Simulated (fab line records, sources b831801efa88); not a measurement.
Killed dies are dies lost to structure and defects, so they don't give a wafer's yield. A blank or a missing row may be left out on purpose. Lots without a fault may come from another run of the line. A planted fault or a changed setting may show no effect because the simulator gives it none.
Which tool did it? | flow gf180mcu | 7 lots, 21 wafers sampled, at 2 steps of a route of 602

WHAT THE GAUGES READ, wafer by wafer
GF_VT_IMPLANT_RS_MEAS_46: measures by four-point-probe.
lot  | measured     | on            | MVSD_RS (ohm/sq)
L288 | day 8 16:10  | film_metro-04 | 456.5 456.1 458.0
L290 | day 8 23:00  | film_metro-01 | 455.8 455.5 455.4
L294 | day 9 21:29  | film_metro-01 | 456.6 457.4 455.9
L299 | day 11 08:31 | film_metro-01 | 456.7 456.2 456.0
L304 | day 12 17:29 | film_metro-01 | 439.9 440.5 440.7
L306 | day 13 09:44 | film_metro-03 | 456.1 456.8 457.9
L309 | day 14 04:27 | film_metro-01 | 454.4 455.6 455.9

WHICH TOOL RAN EACH LOT (tool, then ch and the chambers of the sampled wafers, then the start)
lot  | GF_MVSD_IMPLANT_09
L288 | implanter-04 ch 0, day 5 08:00
L290 | implanter-04 ch 0, day 5 12:46
L294 | implanter-04 ch 0, day 6 08:58
L299 | implanter-04 ch 0, day 7 14:15
L304 | implanter-01 ch 0, day 8 21:06
L306 | implanter-03 ch 0, day 9 10:56
L309 | implanter-03 ch 0, day 10 03:18
- GF_MVSD_IMPLANT_09

THE ANSWER, worked out from the rows above alone
Rule: what is usual is taken from the lots themselves. Put in order of their means at a reading, lots are off if they are a third of the lots or fewer, leave a main group of 4 or more, and stand apart from it by a gap of 3 or more times the standard deviation of the main group's means; of several such gaps the widest counts. A main group whose means are all the same, to the digits that the tables above print for the reading, isn't used. A lot without any number at a reading at which 4 lots or more have one is off too. The other lots that the step has rows for count as sound.
Off: L304, at GF_VT_IMPLANT_RS_MEAS_46 (MVSD_RS). The main group: mean 456.3 ohm/sq, standard deviation 0.63.
A tool fits if, at a process step before that reading, it ran every lot that is off, and no sound lot after the first of them. The gauges at GF_VT_IMPLANT_RS_MEAS_46 are tried like those tools. One fits: implanter-01 at GF_MVSD_IMPLANT_09. It ran no sound lot before its first lot that is off in this sample, so the start can't be narrowed down.

WHAT THE SIMULATOR HAD PUT IN
Process parameter drift: implanter-01, from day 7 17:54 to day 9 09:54, at GF_MVSD_IMPLANT_09. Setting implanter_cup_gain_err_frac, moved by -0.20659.
Lots struck among those shown: L304. The rule above found the same.
